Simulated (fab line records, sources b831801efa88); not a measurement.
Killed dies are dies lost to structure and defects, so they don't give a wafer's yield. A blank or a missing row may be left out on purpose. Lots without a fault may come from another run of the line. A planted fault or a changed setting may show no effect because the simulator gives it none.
Which tool did it? | flow sky130 | 12 lots, 36 wafers sampled, at 2 steps of a route of 708

WHAT THE GAUGES READ, wafer by wafer
SKY_PWDE_TW_MEAS_10. Usual: PWDE_TW 372.0, standard deviation 2.3.
lot  | measured    | on            | PWDE_TW           | flag
L339 | day 4 02:25 | film_metro-02 | 372.1 372.8 374.5 |
L341 | day 4 14:57 | film_metro-04 | 370.6 372.3 371.5 |
L344 | day 5 04:19 | film_metro-04 | 369.5 372.5 370.9 |
L345 | day 5 10:03 | film_metro-02 | 371.8 372.5 371.5 |
L346 | day 5 16:36 | film_metro-02 | 372.3 371.8 371.6 |
L348 | day 6 03:23 | film_metro-04 | 373.9 373.6 374.5 |
L349 | day 6 08:13 | film_metro-01 | 368.9 369.6 369.1 |
L350 | day 6 17:35 | film_metro-01 | 370.0 369.9 368.4 |
L351 | day 7 00:45 | film_metro-04 | 372.1 372.1 373.9 |
L352 | day 7 16:59 | film_metro-02 | 376.3 375.3 376.1 |
L354 | day 7 17:25 | film_metro-02 | 376.3 374.2 375.1 |
L358 | day 8 19:02 | film_metro-01 | 368.8 367.6 370.6 |

WHICH TOOL RAN EACH LOT (tool, then ch and the chambers of the sampled wafers, then the start)
lot  | SKY_FIELD_ISO_ETCH_15
L339 | rie_diel-02 ch 1,3, day 2 10:18
L341 | rie_diel-02 ch 1,3, day 2 21:39
L344 | rie_diel-02 ch 1,2,3, day 3 10:58
L345 | rie_diel-03 ch 2,3, day 3 16:52
L346 | rie_diel-01 ch 0,1, day 3 23:54
L348 | rie_diel-03 ch 0,2, day 4 09:14
L349 | rie_diel-02 ch 0,2,3, day 4 16:03
L350 | rie_diel-02 ch 1,2,3, day 4 23:09
L351 | rie_diel-03 ch 0,2,3, day 5 01:57
L352 | rie_diel-02 ch 0,3, day 5 06:06
L354 | rie_diel-01 ch 1,3, day 5 14:26
L358 | rie_diel-02 ch 0,2,3, day 6 18:32
- SKY_FIELD_ISO_ETCH_15: etches the open film in CHF3/O2, stops on Si, target depth 180 nm, time 72 s.

WHAT THE TOOLS THEMSELVES READ (means of the sampled wafers that have a number; where no wafer has one, the mark that the record gives instead)
SKY_FIELD_ISO_ETCH_15. Usual: drypump_motor_current_A 5.59 A, standard deviation 0.28; oes_product_au 0.946 a.u., standard deviation 0.0063; run_length_s 100.1 s, standard deviation 0.39; throttle_valve_pct 8.845 %, standard deviation 0.01.
lot  | tool        | drypump_motor_current_A (A) | oes_product_au (a.u.) | run_length_s (s) | throttle_valve_pct (%) | flag
L339 | rie_diel-02 | 5.19                        | 0.953                 | 99.8             | 8.857                  |
L341 | rie_diel-02 | 5.21                        | 0.944                 | 99.9             | 8.858                  |
L344 | rie_diel-02 | 5.52                        | 0.949                 | 100.0            | 8.847                  |
L345 | rie_diel-03 | 5.53                        | 0.948                 | 99.7             | 8.841                  |
L346 | rie_diel-01 | 5.81                        | 0.942                 | 100.1            | 8.846                  |
L348 | rie_diel-03 | 5.66                        | 0.938                 | 100.3            | 8.839                  |
L349 | rie_diel-02 | 5.56                        | 0.944                 | 100.5            | 8.844                  |
L350 | rie_diel-02 | 5.51                        | 0.951                 | 100.0            | 8.845                  |
L351 | rie_diel-03 | 5.61                        | 0.951                 | 100.2            | 8.839                  |
L352 | rie_diel-02 | 5.39                        | 0.950                 | 100.4            | 8.851                  |
L354 | rie_diel-01 | 5.65                        | 0.958                 | 100.0            | 8.857                  |
L358 | rie_diel-02 | 5.56                        | 0.946                 | 100.4            | 8.833                  |

THE ANSWER, worked out from the rows above alone
Rule: a lot is off if the mean of its wafers that have a number lies more than 3 standard deviations from the usual mean. A lot without any number at a reading at which 4 lots or more have one is off too. The other lots that the step has rows for count as sound. The gauges are gone through in route order, then the tools' own readings, and for those a lot's mean is taken as printed above. The first step at which some lot is off is used, and at that step the reading that is off furthest; a lot without a number counts as furthest.
No lot is off at any reading shown: from this, nothing can be told.

WHAT THE SIMULATOR HAD PUT IN
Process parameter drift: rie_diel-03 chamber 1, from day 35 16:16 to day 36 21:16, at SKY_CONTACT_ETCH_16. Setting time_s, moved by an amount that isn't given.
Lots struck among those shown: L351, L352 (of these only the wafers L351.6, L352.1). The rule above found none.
